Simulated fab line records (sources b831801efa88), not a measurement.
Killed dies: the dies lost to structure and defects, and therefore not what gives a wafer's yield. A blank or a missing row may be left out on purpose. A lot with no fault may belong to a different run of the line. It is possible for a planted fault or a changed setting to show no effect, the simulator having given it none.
What tool caused it? -- flow sky130 -- 14 lots, 40 wafers sampled, at 3 steps of a route of 708

== WHAT THE GAUGES SHOWED, per wafer ==
SKY_VT_ADJUST_NCORE_TW_MEAS_11. Usual: VT_ADJUST_NCORE_TW typically reads 220.7, with standard deviation 2.3.
lot,measured,on,VT_ADJUST_NCORE_TW,flag
L351,day 9 10:50,filmMetro-04,222.0 221.0 222.0,
L355,day 10 04:59,filmMetro-04,223.1 222.6 222.4,
L357,day 10 20:41,filmMetro-02,220.8 221.4 221.2,
L359,day 11 06:35,filmMetro-02,220.8 220.1 222.1,
L358,day 11 07:29,filmMetro-04,221.0 220.8 222.0,
L364,day 13 07:33,filmMetro-04,222.1 222.2,
L366,day 13 13:44,filmMetro-04,221.5 223.5 222.0,
L367,day 13 21:40,filmMetro-04,223.0 223.3 221.1,
L368,day 14 11:07,filmMetro-02,221.3 221.8 220.9,
L369,day 14 21:57,filmMetro-02,221.0 221.9 220.8,
L370,day 14 23:09,filmMetro-01,215.8 215.6 214.0,
L371,day 15 02:40,filmMetro-01,216.6 216.1 216.3,
L372,day 15 11:37,filmMetro-04,223.0 220.6 222.9,
L373,day 15 15:17,filmMetro-01,216.7 217.1,

== WHAT TOOL EACH LOT RAN ON (gives the tool, then ch and the chambers of the sampled wafers, and finally the start) ==
lot,SKY_VT_ADJUST_HVTP_STRIP_10,SKY_VT_ADJUST_LVTN_STRIP_20
L351,"plasmaAsher-02 ch 0,1, day 6 19:14","plasmaAsher-02 ch 0,1, day 8 11:54"
L355,"plasmaAsher-02 ch 0,1, day 7 10:14","plasmaAsher-03 ch 0,1, day 9 05:40"
L357,"plasmaAsher-04 ch 0,1, day 8 01:08","plasmaAsher-03 ch 0,1, day 9 21:04"
L359,"plasmaAsher-02 ch 0,1, day 8 07:59","plasmaAsher-03 ch 0,1, day 10 06:06"
L358,"plasmaAsher-02 ch 0,1, day 8 09:42","plasmaAsher-03 ch 0,1, day 10 06:45"
L364,"plasmaAsher-02 ch 1, day 10 03:56","plasmaAsher-02 ch 0,1, day 12 05:16"
L366,"plasmaAsher-02 ch 0, day 10 09:20","plasmaAsher-03 ch 1, day 12 10:38"
L367,"plasmaAsher-01 ch 0,1, day 10 16:11","plasmaAsher-02 ch 0,1, day 12 18:37"
L368,"plasmaAsher-04 ch 0,1, day 11 06:06","plasmaAsher-04 ch 1, day 13 09:59"
L369,"plasmaAsher-04 ch 0,1, day 11 14:08","plasmaAsher-04 ch 0,1, day 13 19:01"
L370,"plasmaAsher-01 ch 0,1, day 11 15:20","plasmaAsher-03 ch 1, day 13 20:35"
L371,"plasmaAsher-04 ch 0,1, day 11 20:05","plasmaAsher-04 ch 0,1, day 14 00:18"
L372,"plasmaAsher-01 ch 0,1, day 12 04:21","plasmaAsher-03 ch 0,1, day 14 08:24"
L373,"plasmaAsher-01 ch 1, day 12 07:58","plasmaAsher-03 ch 0,1, day 14 11:34"
- SKY_VT_ADJUST_HVTP_STRIP_10: strips in O2/N2.
- SKY_VT_ADJUST_LVTN_STRIP_20: strips in O2/N2.

== AS READ BY THE TOOLS THEMSELVES (means over the sampled wafers that have a number; for cases with no such wafer, the mark the record gives instead) ==
SKY_VT_ADJUST_HVTP_STRIP_10. Usual: drypumpMotorCurrentA 6.0 A, standard deviation 0.45; oesProductAu 0.716 a.u., standard deviation 0.005; stripTimeToEndpointS 14.19 s, standard deviation 0.04.
lot,tool,drypumpMotorCurrentA (A),oesProductAu (a.u.),stripTimeToEndpointS (s),flag
L351,plasmaAsher-02,6.4,0.715,14.18,
L355,plasmaAsher-02,6.2,0.715,14.20,
L357,plasmaAsher-04,5.9,0.716,14.22,
L359,plasmaAsher-02,6.2,0.716,14.18,
L358,plasmaAsher-02,6.4,0.712,14.20,
L364,plasmaAsher-02,6.5,0.718,14.22,
L366,plasmaAsher-02,6.0,0.710,14.24,
L367,plasmaAsher-01,5.9,0.715,14.21,
L368,plasmaAsher-04,5.5,0.714,14.14,
L369,plasmaAsher-04,6.0,0.710,14.16,
L370,plasmaAsher-01,5.9,0.718,14.21,
L371,plasmaAsher-04,5.9,0.719,14.20,
L372,plasmaAsher-01,5.6,0.716,14.15,
L373,plasmaAsher-01,6.1,0.716,14.19,

SKY_VT_ADJUST_LVTN_STRIP_20. Usual: drypumpMotorCurrentA 5.7 A, standard deviation 0.46; oesProductAu 0.716 a.u., standard deviation 0.0049; stripTimeToEndpointS 14.19 s, standard deviation 0.039.
lot,tool,drypumpMotorCurrentA (A),oesProductAu (a.u.),stripTimeToEndpointS (s),flag
L351,plasmaAsher-02,6.2,0.714,14.17,
L355,plasmaAsher-03,5.4,0.714,14.17,
L357,plasmaAsher-03,5.4,0.717,14.21,
L359,plasmaAsher-03,5.5,0.721,14.21,
L358,plasmaAsher-03,5.4,0.717,14.20,
L364,plasmaAsher-02,6.2,0.714,14.20,
L366,plasmaAsher-03,5.5,0.721,14.28,
L367,plasmaAsher-02,6.2,0.716,14.15,
L368,plasmaAsher-04,6.3,0.717,14.20,
L369,plasmaAsher-04,5.9,0.715,14.20,
L370,plasmaAsher-03,5.5,0.712,14.19,
L371,plasmaAsher-04,5.5,0.720,14.20,
L372,plasmaAsher-03,5.4,0.716,14.19,
L373,plasmaAsher-03,5.4,0.720,14.22,

== THE ANSWER, worked out from the rows above alone ==
Rule: lot off if the mean of its wafers having a number is beyond 3 standard deviations from the usual mean. Also off: a lot with no number at a reading for which 4 or more lots have one. Any other lot the step has rows for is counted as sound. First the gauges in route order, then the tools' own readings, where a lot's mean is used as printed above. At the first step where some lot is off, the reading lying furthest off is the one used; lots without a number count as furthest.
Across all readings shown, no lot is off: no conclusion can be drawn from this.

== WHAT THE SIMULATOR PUT IN ==
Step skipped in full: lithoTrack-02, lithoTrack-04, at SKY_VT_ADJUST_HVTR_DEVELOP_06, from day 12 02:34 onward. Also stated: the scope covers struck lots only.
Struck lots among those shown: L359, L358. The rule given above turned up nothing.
